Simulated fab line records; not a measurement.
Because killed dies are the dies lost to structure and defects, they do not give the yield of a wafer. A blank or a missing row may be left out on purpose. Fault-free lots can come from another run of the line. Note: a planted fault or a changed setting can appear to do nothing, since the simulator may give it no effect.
fab line records | flow sky130
record: lots: 24 wafers: 72 lastDay: 50
route steps=708 shown METAL1@434 METAL2@485 VIA2@528 VIA3@585 VIA4@640
lots that met no fault: from a run of the same line without faults
startH: the number of hours between the record's first day and the start of the first shown wafer of the lot | waitH: hours since the lot's step before | " identical to the entry in the row above | L1.1+2: a single row standing in for several wafers | - value missing, or start not given | * or withheld: withheld | < > ~ a bound
route shown NAME@n: NAME is a module with steps in the file, n the number in the route of the first one | usual: average and standard deviation across the fault-free wafers | same: alike in all rows | chamber/n: place in a boat | sites: readings site by site | _std_site: their standard deviation | _edge_site: inner sites' mean taken away from outer sites' mean | radiusMm: how far each site lies from the wafer's centre | mask NAME#n: copy n | behind: tool/chamber where the wafer was last shaped | hold: why the lot was held/for how many hours/how that ended | device: which transistor (n, p or np) failed to switch | end of line: the same wafers' tests at the end of the route | where a step has no rows: the recipe by itself | killed: at the first sort, the dies lost to defects and structure; wafer yield is something else | map: a wafer's dies, x killed, . not, _ none there
set.NAME: setting as actually run; set.NAME@STEP: the setting as run at that earlier step | model.NAME: the simulator's own value behind a step, which no gauge read
steps of the route over a sample of lots; a table a step, a row a wafer
services: when a tool's chamber went out of use (startH, in hours from the record's first day, below 0 if earlier), for how many hours, and the reason
== steps ==
step: SKY_METAL1_SPUTTER_00
recipe: material: Ti targetThkNm: 15 powerW: 3000 timeS: 10 chamberPressurePa: 0.4
usual: throttleValvePct: 29.7/0.93
columns lot.wafer tool chamber startH waitH throttleValvePct
L074.2 pvdSputter-03 - 729.40 0.2 30.0
L074.3 " - " " 29.4
L074.6 " - " " 30.1
L075.1 pvdSputter-01 - 741.93 0.2 29.0
L075.3 " - " " 29.5
L075.6 " - " " 29.4
L076.4 pvdSputter-01 - 763.05 0.2 29.5
L076.5 " - " " 29.7
L076.6 " - " " 29.4
L077.1 pvdSputter-03 - 766.00 0.1 30.4
L077.4 " - " " 30.5
L077.5 " - " " 31.6
L078.3 pvdSputter-01 - 770.45 0.2 30.8
L078.4 " - " " 29.4
L078.6 " - " " 28.9
L079.1 pvdSputter-02 - 775.41 0.1 28.3
L079.5 " - " " 30.1
L079.6 " - " " 28.4
L080.2 pvdSputter-02 - 786.86 0.2 30.5
L080.3 " - " " 28.0
L080.5 " - " " 28.2
L081.1 pvdSputter-01 - 791.52 0.2 29.8
L081.2 " - " " 29.3
L081.5 " - " " 29.3
L082.1 pvdSputter-01 - 796.70 0.2 28.9
L082.2 " - " " 29.6
L082.3 " - " " 30.7
L083.2 pvdSputter-02 - 806.11 0.1 29.6
L083.4 " - " " 28.1
L083.6 " - " " 28.2
L084.2 pvdSputter-01 - 827.58 0.2 29.5
L084.3 " - " " 28.8
L084.4 " - " " 29.7
L085.3 pvdSputter-02 - 827.93 0.1 30.5
L085.4 " - " " 29.2
L085.5 " - " " 28.8
L086.1 pvdSputter-03 - 835.87 0.1 30.2
L086.2 " - " " 30.6
L086.4 " - " " 31.4
L087.2 pvdSputter-01 - 838.87 0.2 28.8
L087.4 " - " " 29.5
L087.6 " - " " 29.4
L088.1 pvdSputter-02 - 854.42 0.1 28.0
L088.2 " - " " 29.3
L088.5 " - " " 28.7
L089.3 pvdSputter-02 - 859.92 0.1 30.3
L089.4 " - " " 28.2
L089.5 " - " " 28.6
L090.1 pvdSputter-02 - 872.84 0.2 28.7
L090.3 " - " " 29.5
L090.5 " - " " 29.3
L091.4 pvdSputter-03 - 890.05 0.2 31.8
L091.5 " - " " 31.7
L091.6 " - " " 30.4
L092.2 pvdSputter-01 - 892.26 0.1 29.5
L092.3 " - " " 28.9
L092.5 " - " " 29.4
L093.1 pvdSputter-02 - 892.47 0.2 28.2
L093.3 " - " " 29.1
L093.5 " - " " 29.5
L094.3 pvdSputter-03 - 893.39 0.2 31.6
L094.4 " - " " 30.4
L094.6 " - " " 31.6
L095.2 pvdSputter-03 - 902.11 0.1 30.5
L095.3 " - " " 30.5
L095.5 " - " " 30.4
L096.2 pvdSputter-03 - 903.63 0.2 31.4
L096.3 " - " " 29.4
L096.5 " - " " 30.4
L097.2 pvdSputter-03 - 913.24 0.2 31.6
L097.3 " - " " 30.3
L097.4 " - " " 30.3
step: SKY_METAL1_STRIP_20
recipe: chemistry: O2/N2 powerW: 1400 pressureMtorr: 1500 platenTempC: withheld o2FlowSccm: 3000 n2FlowSccm: 300 overashFraction: 0.5
usual: drypumpMotorCurrentA: 5.9/0.49 o2FlowSccm: 3001/9.3 oesProductAu: 0.342/0.0046 stripTimeToEndpointS: 2.69/0.043
columns lot.wafer tool chamber startH waitH drypumpMotorCurrentA o2FlowSccm oesProductAu rfHoursCounterH stripTimeToEndpointS
L074.2 plasmaAsher-02 1 757.46 0.1 6.3 2994 0.342 34 2.66
L074.3 " 0 " " 6.4 2995 0.341 - 2.74
L074.6 " 1 " " 6.3 2994 0.346 - 2.69
L075.1 plasmaAsher-02 1 770.16 0.1 6.3 2984 0.342 35 2.69
L075.3 " 1 " " 6.3 2992 0.343 - 2.69
L075.6 " 1 " " 6.3 2984 0.344 - 2.69
L076.4 plasmaAsher-01 1 790.94 0.1 5.4 2986 0.344 - 2.75
L076.5 " 0 " " 6.1 3002 0.341 - 2.77
L076.6 " 1 " " 5.4 2992 0.343 - 2.72
L077.1 plasmaAsher-01 0 794.46 0.1 6.1 3021 0.351 5 2.73
L077.4 " 0 " " 6.1 3003 0.342 - 2.70
L077.5 " 1 " " 5.4 3002 0.338 - 2.67
L078.3 plasmaAsher-04 0 797.64 0.1 5.1 3007 0.340 - 2.67
L078.4 " 1 " " 5.1 3010 0.341 - 2.64
L078.6 " 0 " " 5.2 3004 0.338 - 2.66
L079.1 plasmaAsher-01 1 802.91 0.1 5.4 2991 0.349 6 2.71
L079.5 " 0 " " 6.1 2990 0.347 - 2.74
L079.6 " 1 " " 5.4 2996 0.347 - 2.74
L080.2 plasmaAsher-02 1 815.11 0.1 6.3 2979 0.340 40 2.76
L080.3 " 1 " " 6.3 2995 0.340 - 2.67
L080.5 " 0 " " 6.4 2997 0.342 - 2.74
L081.1 plasmaAsher-01 1 819.16 0.1 5.4 3005 0.336 8 2.61
L081.2 " 0 " " 6.1 2991 0.343 8 2.65
L081.5 " 1 " " 5.4 2997 0.338 - 2.64
L082.1 plasmaAsher-01 0 824.76 0.1 6.1 3008 0.351 9 2.71
L082.2 " 1 " " 5.4 3003 0.345 9 2.76
L082.3 " 0 " " 6.1 2985 0.343 - 2.76
L083.2 plasmaAsher-01 0 833.41 0.1 6.1 2987 0.341 10 2.75
L083.4 " 0 " " 6.1 2994 0.341 - 2.75
L083.6 " 1 " " 5.4 2980 0.340 - 2.73
L084.2 plasmaAsher-02 1 854.98 0.1 6.3 3002 0.339 46 2.66
L084.3 " 0 " " 6.4 3001 0.340 - 2.65
L084.4 " 1 " " 6.3 2997 0.340 - 2.69
L085.3 plasmaAsher-02 1 855.77 0.1 6.3 2994 0.337 - 2.70
L085.4 " 0 " " 6.4 3032 0.341 - 2.68
L085.5 " 1 " " 6.3 2996 0.340 - 2.66
L086.1 plasmaAsher-02 0 862.96 0.1 6.4 3015 0.336 47 2.65
L086.2 " 1 " " 6.3 3015 0.338 47 2.72
L086.4 " 1 " " 6.3 3005 0.335 - 2.64
L087.2 plasmaAsher-01 0 866.16 0.1 6.1 3004 0.347 15 2.69
L087.4 " 1 " " 5.4 2994 0.345 - 2.69
L087.6 " 1 " " 5.4 2997 0.345 - 2.69
L088.1 plasmaAsher-02 0 881.63 0.1 6.4 3014 0.335 49 2.65
L088.2 " 1 " " 6.3 3007 0.344 49 2.69
L088.5 " 0 " " 6.4 3007 0.338 - 2.63
L089.3 plasmaAsher-02 1 886.21 0.1 6.3 2994 0.343 - 2.74
L089.4 " 0 " " 6.4 2993 0.343 - 2.71
L089.5 " 0 " " 6.4 2989 0.347 - 2.72
L090.1 plasmaAsher-02 1 899.48 0.1 6.3 2997 0.334 51 2.60
L090.3 " 0 " " 6.4 3008 0.336 - 2.59
L090.5 " 0 " " 6.4 3018 0.332 - 2.63
L091.4 plasmaAsher-01 0 915.60 0.1 6.1 2993 0.345 - 2.70
L091.5 " 1 " " 5.4 3002 0.350 - 2.72
L091.6 " 0 " " 6.1 3014 0.338 - 2.63
L092.2 plasmaAsher-04 1 917.88 0.1 5.1 3003 0.348 64 2.67
L092.3 " 0 " " 5.1 3001 0.349 - 2.68
L092.5 " 1 " " 5.1 3002 0.351 - 2.74
L093.1 plasmaAsher-02 0 918.21 0.1 6.4 3007 0.335 54 2.70
L093.3 " 1 " " 6.3 3002 0.345 - 2.73
L093.5 " 1 " " 6.3 2990 0.344 - 2.72
L094.3 plasmaAsher-04 1 918.86 0.1 5.1 2993 0.341 - 2.70
L094.4 " 0 " " 5.1 3002 0.341 - 2.65
L094.6 " 0 " " 5.1 3004 0.338 - 2.64
L095.2 plasmaAsher-02 0 927.81 0.1 6.4 2991 0.339 55 2.69
L095.3 " 1 " " 6.3 3008 0.348 - 2.68
L095.5 " 1 " " 6.3 3009 0.345 - 2.65
L096.2 plasmaAsher-01 0 928.76 0.1 6.1 3004 0.349 23 2.64
L096.3 " 0 " " 6.1 3002 0.338 - 2.74
L096.5 " 1 " " 5.4 2999 0.338 - 2.61
L097.2 plasmaAsher-04 0 937.96 0.1 5.2 2998 0.341 66 2.70
L097.3 " 0 " " 5.2 2995 0.335 - 2.67
L097.4 " 1 " " 5.1 3010 0.346 - 2.73
step: SKY_METAL2_SPUTTER_02
recipe: material: AlCu targetThkNm: 250 powerW: 10600 timeS: 13.3 chamberPressurePa: 0.4
usual: throttleValvePct: 30.4/0.9
columns lot.wafer tool chamber startH waitH throttleValvePct
L074.2 pvdSputter-03 - 786.59 0.0 29.3
L074.3 " - " " 30.5
L074.6 " - " " 30.4
L075.1 pvdSputter-04 - 799.12 0.0 32.4
L075.3 " - " " 31.4
L075.6 " - " " 31.2
L076.4 pvdSputter-03 - 820.08 0.0 29.5
L076.5 " - " " 30.2
L076.6 " - " " 30.5
L077.1 pvdSputter-04 - 824.08 0.0 31.5
L077.4 " - " " 31.0
L077.5 " - " " 31.5
L078.3 pvdSputter-03 - 827.23 0.0 31.5
L078.4 " - " " 30.4
L078.6 " - " " 31.7
L079.1 pvdSputter-01 - 832.93 0.0 28.9
L079.5 " - " " 29.6
L079.6 " - " " 28.8
L080.2 pvdSputter-01 - 844.45 0.0 29.3
L080.3 " - " " 30.1
L080.5 " - " " 28.4
L081.1 pvdSputter-01 - 848.32 0.0 31.0
L081.2 " - " " 29.6
L081.5 " - " " 29.5
L082.1 pvdSputter-01 - 853.85 0.0 29.5
L082.2 " - " " 29.2
L082.3 " - " " 29.8
L083.2 pvdSputter-03 - 863.26 0.0 29.4
L083.4 " - " " 29.3
L083.6 " - " " 30.7
L084.2 pvdSputter-03 - 883.80 0.0 31.4
L084.3 " - " " 30.4
L084.4 " - " " 29.5
L085.3 pvdSputter-03 - 885.32 0.0 29.3
L085.4 " - " " 30.6
L085.5 " - " " 31.2
L086.1 pvdSputter-03 - 891.22 0.0 31.5
L086.2 " - " " 30.4
L086.4 " - " " 30.7
L087.2 pvdSputter-01 - 894.48 0.0 29.5
L087.4 " - " " 30.7
L087.6 " - " " 29.0
L088.1 pvdSputter-03 - 909.89 0.0 30.4
L088.2 " - " " 31.4
L088.5 " - " " 30.5
L089.3 pvdSputter-04 - 914.25 0.0 31.6
L089.4 " - " " 30.9
L089.5 " - " " 31.3
L090.1 pvdSputter-03 - 927.12 0.0 30.0
L090.3 " - " " 31.5
L090.5 " - " " 30.6
L091.4 pvdSputter-01 - 944.04 0.0 29.5
L091.5 " - " " 30.8
L091.6 " - " " 29.4
L092.2 pvdSputter-03 - 945.53 0.0 29.6
L092.3 " - " " 30.6
L092.5 " - " " 29.3
L093.1 pvdSputter-04 - 945.83 0.0 32.4
L093.3 " - " " 30.8
L093.5 " - " " 30.9
L094.3 pvdSputter-03 - 946.13 0.0 29.4
L094.4 " - " " 30.6
L094.6 " - " " 31.6
L095.2 pvdSputter-01 - 954.78 0.0 29.6
L095.3 " - " " 29.4
L095.5 " - " " 28.9
L096.2 pvdSputter-03 - 956.64 0.0 31.4
L096.3 " - " " 30.4
L096.5 " - " " 29.5
L097.2 pvdSputter-03 - 965.32 0.0 30.3
L097.3 " - " " 30.5
L097.4 " - " " 29.5
step: SKY_VIA2_CVD_21
recipe: material: W targetThkNm: 420 timeS: 126.4 tempC: 400 pressureTorr: 40
usual: heaterPowerW: 811/82
columns lot.wafer tool chamber startH waitH heaterPowerW
L074.2 cvdW-02 0 843.71 0.0 716
L074.3 " 0 " " 706
L074.6 " 0 " " 714
L075.1 cvdW-02 1 855.90 0.0 806
L075.3 " 1 " " 793
L075.6 " 0 " " 720
L076.4 cvdW-01 0 875.26 0.1 955
L076.5 " 1 " " 894
L076.6 " 0 " " 953
L077.1 cvdW-02 1 880.01 0.0 781
L077.4 " 0 " " 722
L077.5 " 1 " " 786
L078.3 cvdW-01 0 882.83 0.1 942
L078.4 " 1 " " 897
L078.6 " 1 " " 895
L079.1 cvdW-02 1 888.79 0.0 809
L079.5 " 1 " " 781
L079.6 " 0 " " 719
L080.2 cvdW-01 0 898.45 0.0 960
L080.3 " 0 " " 974
L080.5 " 1 " " 902
L081.1 cvdW-02 1 903.26 0.0 804
L081.2 " 0 " " 729
L081.5 " 0 " " 713
L082.1 cvdW-02 0 907.44 0.0 713
L082.2 " 1 " " 790
L082.3 " 0 " " 732
L083.2 cvdW-02 0 916.52 0.0 720
L083.4 " 1 " " 797
L083.6 " 0 " " 686
L084.2 cvdW-02 1 936.58 0.0 797
L084.3 " 0 " " 708
L084.4 " 1 " " 787
L085.3 cvdW-02 0 937.45 0.1 721
L085.4 " 1 " " 787
L085.5 " 0 " " 718
L086.1 cvdW-01 0 943.63 0.0 932
L086.2 " 1 " " 862
L086.4 " 0 " " 910
L087.2 cvdW-02 0 946.70 0.0 709
L087.4 " 1 " " 786
L087.6 " 0 " " 717
L088.1 cvdW-01 0 961.14 0.0 919
L088.2 " 1 " " 870
L088.5 " 1 " " 877
L089.3 cvdW-02 1 965.39 0.1 802
L089.4 " 0 " " 721
L089.5 " 0 " " 713
L090.1 cvdW-02 0 977.84 0.0 712
L090.3 " 0 " " 722
L090.5 " 1 " " 788
L091.4 cvdW-01 0 994.46 0.1 911
L091.5 " 1 " " 843
L091.6 " 0 " " 898
L092.2 cvdW-01 0 995.55 0.0 929
L092.3 " 1 " " 849
L092.5 " 1 " " 843
L093.1 cvdW-02 0 995.84 0.0 695
L093.3 " 0 " " 737
L093.5 " 0 " " 725
L094.3 cvdW-02 1 996.86 0.1 806
L094.4 " 0 " " 689
L094.6 " 0 " " 733
L095.2 cvdW-02 0 1003.01 0.0 751
L095.3 " 0 " " 718
L095.5 " 1 " " 816
L096.2 cvdW-01 1 1007.21 0.0 852
L096.3 " 0 " " 930
L096.5 " 1 " " 862
L097.2 cvdW-01 1 1017.24 0.0 867
L097.3 " 0 " " 951
L097.4 " 1 " " 876
step: SKY_VIA3_CD_MEAS_12
recipe: targetCdNm: 200
usual: cdNm: 199.7/1.3
columns lot.wafer tool chamber startH waitH cdNm
L074.2 cdSem-02 - 924.07 - 199.2
L074.3 " - " " 199.9
L074.6 " - " " 198.7
L075.1 cdSem-02 - 935.69 - 199.9
L075.3 " - " " 199.0
L075.6 " - " " 200.0
L076.4 cdSem-02 - 952.20 - 199.5
L076.5 " - " " 200.0
L076.6 " - " " 200.1
L077.1 cdSem-01 - 956.60 - 200.1
L077.4 " - " " 199.9
L077.5 " - " " 198.8
L078.3 cdSem-01 - 960.71 - 201.8
L078.4 " - " " 201.4
L078.6 " - " " 199.2
L079.1 cdSem-01 - 965.37 - 198.3
L079.5 " - " " 198.6
L079.6 " - " " 198.3
L080.2 cdSem-02 - 975.24 - 202.5
L080.3 " - " " 202.8
L080.5 " - " " 201.9
L081.1 cdSem-02 - 980.72 - 197.8
L081.2 " - " " 198.7
L081.5 " - " " 199.4
L082.1 cdSem-02 - 983.00 - 199.1
L082.2 " - " " 197.9
L082.3 " - " " 198.1
L083.2 cdSem-02 - 992.37 - 200.6
L083.4 " - " " 199.7
L083.6 " - " " 198.1
L084.2 cdSem-01 - 1010.52 - 202.5
L084.3 " - " " 202.0
L084.4 " - " " 201.9
L085.3 cdSem-01 - 1015.14 - 199.8
L085.4 " - " " 199.9
L085.5 " - " " 201.2
L086.1 cdSem-01 - 1018.07 - 201.2
L086.2 " - " " 201.8
L086.4 " - " " 199.9
L087.2 cdSem-02 - 1021.04 - 198.4
L087.4 " - " " 198.4
L087.6 " - " " 199.2
L088.1 cdSem-01 - 1033.77 - 199.8
L088.2 " - " " 200.1
L088.5 " - " " 199.8
L089.3 cdSem-01 - 1037.74 - 196.9
L089.4 " - " " 197.5
L089.5 " - " " 196.8
L090.1 cdSem-01 - 1049.47 - 197.6
L090.3 " - " " 197.3
L090.5 " - " " 199.3
L091.4 cdSem-02 - 1065.33 - 199.3
L091.5 " - " " 199.6
L091.6 " - " " 200.2
L092.2 cdSem-02 - 1065.74 - 200.7
L092.3 " - " " 200.5
L092.5 " - " " 200.4
L093.1 cdSem-02 - 1066.42 - 199.4
L093.3 " - " " 197.4
L093.5 " - " " 199.0
L094.3 cdSem-02 - 1067.21 - 199.8
L094.4 " - " " 199.4
L094.6 " - " " 200.5
L095.2 cdSem-02 - 1073.19 - 201.3
L095.3 " - " " 200.5
L095.5 " - " " 200.4
L096.2 cdSem-01 - 1075.29 - 201.4
L096.3 " - " " 201.5
L096.5 " - " " 202.1
L097.2 cdSem-02 - 1086.32 - 198.3
L097.3 " - " " 198.5
L097.4 " - " " 198.3
step: SKY_VIA4_THK_MEAS_01
recipe: reads: SiO2_of_VIA4_HDPCVD_00
usual: VIA4_HDPCVD_THK: 1745/17
columns lot.wafer tool chamber startH waitH VIA4_HDPCVD_THK[nm]
L074.2 filmMetro-03 - 975.49 0.1 1731
L074.3 " - " " 1750
L074.6 " - " " 1748
L075.1 filmMetro-03 - 987.17 0.1 1749
L075.3 " - " " 1749
L075.6 " - " " 1748
L076.4 filmMetro-01 - 1002.08 0.0 1720
L076.5 " - " " 1755
L076.6 " - " " 1731
L077.1 filmMetro-01 - 1006.96 0.1 1731
L077.4 " - " " 1734
L077.5 " - " " 1720
L078.3 filmMetro-03 - 1012.04 0.1 1762
L078.4 " - " " 1761
L078.6 " - " " 1770
L079.1 filmMetro-03 - 1016.14 0.1 1708
L079.5 " - " " 1719
L079.6 " - " " 1734
L080.2 filmMetro-03 - 1023.95 0.1 1720
L080.3 " - " " 1729
L080.5 " - " " 1726
L081.1 filmMetro-03 - 1031.25 0.1 1744
L081.2 " - " " 1765
L081.5 " - " " 1770
L082.1 filmMetro-03 - 1032.04 0.1 1748
L082.2 " - " " 1736
L082.3 " - " " 1737
L083.2 filmMetro-03 - 1041.64 0.2 1709
L083.4 " - " " 1720
L083.6 " - " " 1719
L084.2 filmMetro-03 - 1058.79 0.1 1739
L084.3 " - " " 1732
L084.4 " - " " 1762
L085.3 filmMetro-01 - 1062.44 0.1 1763
L085.4 " - " " 1750
L085.5 " - " " 1758
L086.1 filmMetro-03 - 1066.13 0.2 1739
L086.2 " - " " 1768
L086.4 " - " " 1736
L087.2 filmMetro-04 - 1068.10 0.1 1756
L087.4 " - " " 1756
L087.6 " - " " 1736
L088.1 filmMetro-04 - 1080.01 0.2 1749
L088.2 " - " " 1728
L088.5 " - " " 1738
L089.3 filmMetro-03 - 1084.20 0.1 1722
L089.4 " - " " 1739
L089.5 " - " " 1735
L090.1 filmMetro-04 - 1094.82 0.1 1728
L090.3 " - " " 1765
L090.5 " - " " 1730
L091.4 filmMetro-01 - 1111.11 0.0 1728
L091.5 " - " " 1726
L091.6 " - " " 1736
L092.2 filmMetro-01 - 1111.43 0.1 1771
L092.3 " - " " 1749
L092.5 " - " " 1788
L093.1 filmMetro-01 - 1112.17 0.1 1763
L093.3 " - " " 1774
L093.5 " - " " 1757
L094.3 filmMetro-03 - 1112.49 0.1 1738
L094.4 " - " " 1748
L094.6 " - " " 1772
L095.2 filmMetro-03 - 1117.99 0.1 1764
L095.3 " - " " 1751
L095.5 " - " " 1778
L096.2 filmMetro-04 - 1120.01 0.1 1763
L096.3 " - " " 1760
L096.5 " - " " 1768
L097.2 filmMetro-04 - 1130.40 0.1 1751
L097.3 " - " " 1736
L097.4 " - " " 1740
== services ==
columns tool chamber startH hours kind
pvdSputter-02 - 720.07 14.5 repair
plasmaAsher-01 - 733.75 9.0 pm
plasmaAsher-02 - 738.53 1.2 repair
cvdW-01 - 741.17 0.3 repair
pvdSputter-02 - 745.22 3.9 repair
pvdSputter-03 - 745.88 1.9 repair
cvdW-01 - 751.63 7.6 repair
pvdSputter-04 - 754.30 3.5 repair
cvdW-02 - 761.29 2.8 pm
pvdSputter-02 - 767.52 5.3 repair
pvdSputter-01 - 781.14 1.9 repair
plasmaAsher-04 - 798.49 77.9 repair
pvdSputter-04 - 819.28 1.4 repair
pvdSputter-04 - 833.20 7.6 repair
plasmaAsher-04 - 845.96 0.9 repair
cvdW-01 0 850.31 12.8 repair
plasmaAsher-02 - 871.61 2.5 repair
cvdW-01 - 887.22 1.0 repair
cvdW-01 - 890.53 2.8 repair
cvdW-01 - 904.15 14.0 pm
pvdSputter-03 - 931.22 1.7 repair
pvdSputter-03 - 942.46 1.6 repair
plasmaAsher-01 - 960.59 14.3 repair
cvdW-02 0 981.55 4.9 repair
== key ==
fault none
